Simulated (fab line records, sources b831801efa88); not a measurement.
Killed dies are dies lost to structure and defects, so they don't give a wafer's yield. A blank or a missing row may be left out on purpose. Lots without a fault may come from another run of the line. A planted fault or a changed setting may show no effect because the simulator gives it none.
A struck lot beside a sound one | flow sfq_line | 37 steps out of a route of 325
Sound: wafers L835.3, L835.5, L835.6. Struck: wafer L843.2. (L843.1, L843.4 of the same lot were not struck and are left out.) The cause comes at the end.
At each step with rows: each side's tool, then ch and its chambers, then its first start. Under that, the readings that differ: sound wafers | struck wafers | difference of the means | sigmas: that difference in standard deviations of wafers without a fault.
alike: readings whose means differ by less than 2 such deviations, and words and numbers that are the same on both sides. not compared: withheld readings, readings that some wafer has no value for, bounds like >300 that may hide the same value, and numbers for which the record gives no deviation and whose values overlap.
The two part at a step that has a row with sigmas, a row that says differs or no value, or rows on one side only. Numbers that don't overlap but have no deviation are shown without sigmas and don't part them. A reading that every wafer of one side lacks parts them only if that side has two wafers or more.

SFQ_R5_THK_MEAS_934: measures by xrf.
  sound on film_metro-01, day 66 03:39; struck on film_metro-03, day 68 13:38
  alike: R5_MONX_THK
then, 6 steps without rows for these wafers: SFQ_TRILAYER_R5_LITHO_COAT_141 (resist thk 62 nm); SFQ_TRILAYER_R5_LITHO_COAT_136 (resist thk 600 nm); SFQ_TRILAYER_R5_LITHO_SOFTBAKE_140; SFQ_TRILAYER_R5_LITHO_EXPOSE_137 (exposes mask R5, target cd 500 nm); SFQ_TRILAYER_R5_LITHO_PEB_139 (peb time 60 s); SFQ_TRILAYER_R5_LITHO_DEVELOP_138 (time 60 s).
-- the record jumps here: 4 days lie between the struck wafers' starts before and after --
SFQ_R5_OVL_MEAS_935:
  sound on overlay-01, day 70 07:13; struck on overlay-01, day 72 16:52
  reading     | sound   | struck | difference | sigmas
  R5_OVL (nm) | -1 -2 1 | -14    | -13        | -3
then, 1 step without rows for these wafers: SFQ_TRILAYER_R5_BARC_OPEN_METAL_ETCH_177 (etches BARC in O2, target depth 125 nm, time 41.7 s).
SFQ_TRILAYER_R5_ETCH_METAL_ETCH_139: etches the open film in Cl2, stops on SiO2, target depth 60 nm, time 40 s.
  sound on rie_metal-04 ch 0,1, day 70 07:20; struck on rie_metal-04 ch 0, day 72 16:58
  reading                | sound | struck | difference                   | sigmas
  rf_hours_counter_h (h) | - - - | 34     | no value on the sound wafers |
  alike: drypump_motor_current_A, oes_product_au, rf_fwd_power_W
then, 2 steps without rows for these wafers: SFQ_TRILAYER_R5_STRIP_STRIP_140 (strips in O2); SFQ_TRILAYER_R5_STRIP_SOLV_CLEAN_141 (cleans in NMP, time 600 s).
SFQ_TRILAYER_A5C_DEP_PECVD_142: deposits SiO2 from SiH4/N2O, time 15.556 s, target thk 70 nm.
  sound on pecvd-01 ch 0,2, day 70 08:08; struck on pecvd-03 ch 0, day 72 17:47
  reading                                              | sound             | struck | difference | sigmas
  model.SiO2_of_TRILAYER_A5C_DEP_PECVD_142.thk_nm (nm) | 67.64 68.83 69.32 | 108.6  | +40.0      |
  alike: heater_power_w, rf_fwd_power_W, throttle_valve_pct
then, 6 steps without rows for these wafers: SFQ_TRILAYER_I5_LITHO_COAT_149 (resist thk 62 nm); SFQ_TRILAYER_I5_LITHO_COAT_144 (resist thk 650 nm); SFQ_TRILAYER_I5_LITHO_SOFTBAKE_148; SFQ_TRILAYER_I5_LITHO_EXPOSE_145 (exposes mask I5, target cd 700 nm); SFQ_TRILAYER_I5_LITHO_PEB_147 (peb time 60 s); SFQ_TRILAYER_I5_LITHO_DEVELOP_146 (time 60 s).
SFQ_I5_OVL_MEAS_936:
  sound on overlay-02, day 71 01:21; struck on overlay-02, day 73 00:22
  alike: I5_OVL
then, 1 step without rows for these wafers: SFQ_TRILAYER_I5_BARC_OPEN_VIA_ETCH_200 (etches BARC in O2, target depth 125 nm, time 41.7 s).
SFQ_TRILAYER_I5_ETCH_VIA_ETCH_147: etches the open film in CHF3, stops on Nb, target depth 360 nm.
  sound on rie_diel-04 ch 1,2, day 71 01:25; struck on rie_diel-04 ch 3, day 73 00:26
  alike: drypump_motor_current_A, oes_product_au, rf_fwd_power_W
SFQ_TRILAYER_I5_STRIP_STRIP_148: strips in O2.
  sound on rie_metal-03 ch 0,1, day 71 01:46; struck on rie_metal-02 ch 1, day 73 00:35
  reading                     | sound       | struck | difference                   | sigmas
  drypump_motor_current_A (A) | 6.4 6.4 6.0 | 5.6    | -0.7                         | -2
  rf_hours_counter_h (h)      | - - -       | 45     | no value on the sound wafers |
  alike: oes_product_au
then, 7 steps without rows for these wafers: SFQ_TRILAYER_I5_STRIP_SOLV_CLEAN_149 (cleans in NMP, time 600 s); SFQ_TRILAYER_C5_LITHO_COAT_156 (resist thk 62 nm); SFQ_TRILAYER_C5_LITHO_COAT_151 (resist thk 650 nm); SFQ_TRILAYER_C5_LITHO_SOFTBAKE_155; SFQ_TRILAYER_C5_LITHO_EXPOSE_152 (exposes mask C5, target cd 500 nm); SFQ_TRILAYER_C5_LITHO_PEB_154 (peb time 60 s); SFQ_TRILAYER_C5_LITHO_DEVELOP_153 (time 60 s).
-- the record jumps here: 4 days lie between the struck wafers' starts before and after --
SFQ_C5_OVL_MEAS_937:
  sound on overlay-01, day 75 07:17; struck on overlay-01, day 77 12:04
  alike: C5_OVL
SFQ_TRILAYER_C5_BARC_OPEN_VIA_ETCH_210: etches BARC in O2, target depth 125 nm, time 41.7 s.
  sound on rie_diel-02 ch 0,1,3, day 75 07:18; struck on rie_diel-03 ch 2, day 77 12:06
  reading                     | sound             | struck | difference | sigmas
  drypump_motor_current_A (A) | 5.2 6.2 5.9       | 4.7    | -1.1       | -3
  oes_product_au (a.u.)       | 0.691 0.688 0.689 | 0.679  | -0.010     | -2
  alike: rf_fwd_power_W
  not compared: rf_hours_counter_h
SFQ_TRILAYER_C5_ETCH_VIA_ETCH_154: etches SiO2 in CHF3, stops on Nb, target depth 84 nm.
  sound on rie_diel-02 ch 0,1,3, day 75 07:20; struck on rie_diel-03 ch 2, day 77 12:08
  reading                        | sound             | struck | difference | sigmas
  drypump_motor_current_A (A)    | 5.2 6.2 5.9       | 4.7    | -1.1       | -3
  oes_product_au (a.u.)          | 0.882 0.890 0.899 | 0.997  | +0.107     | +13
  model.etch.depth_nm (nm)       | 67.64 68.83 69.32 | 84.22  | +15.62     |
  model.C5.feature_depth_nm (nm) | 67.64 68.83 69.32 | 84.22  | +15.62     |
  alike: rf_fwd_power_W
SFQ_TRILAYER_C5_STRIP_STRIP_155: strips in O2.
  sound on rie_metal-04 ch 0,1, day 75 07:35; struck on rie_metal-02 ch 1, day 77 12:11
  reading                | sound | struck | difference                   | sigmas
  rf_hours_counter_h (h) | - - - | 58     | no value on the sound wafers |
  alike: drypump_motor_current_A, oes_product_au
then, 1 step without rows for these wafers: SFQ_TRILAYER_C5_STRIP_SOLV_CLEAN_156 (cleans in NMP, time 600 s).
SFQ_TRILAYER_M6_DEP_PRE_CLEAN_158: time 22.5 s.
  sound on pvd_sputter-06, day 75 08:11; struck on pvd_sputter-06, day 77 12:58
  reading                                              | sound             | struck | difference | sigmas
  model.SiO2_of_TRILAYER_A5C_DEP_PECVD_142.thk_nm (nm) | 60.14 61.34 61.82 | 101.1  | +40.0      |
then, 1 step without rows for these wafers: SFQ_TRILAYER_M6_DEP_SPUTTER_157 (material Nb, target thk 200 nm, time 133.3 s).

WHERE THEY PART
First at SFQ_R5_OVL_MEAS_935; last, within this record, at SFQ_TRILAYER_C5_STRIP_STRIP_155.

WHY: what the simulator had put in
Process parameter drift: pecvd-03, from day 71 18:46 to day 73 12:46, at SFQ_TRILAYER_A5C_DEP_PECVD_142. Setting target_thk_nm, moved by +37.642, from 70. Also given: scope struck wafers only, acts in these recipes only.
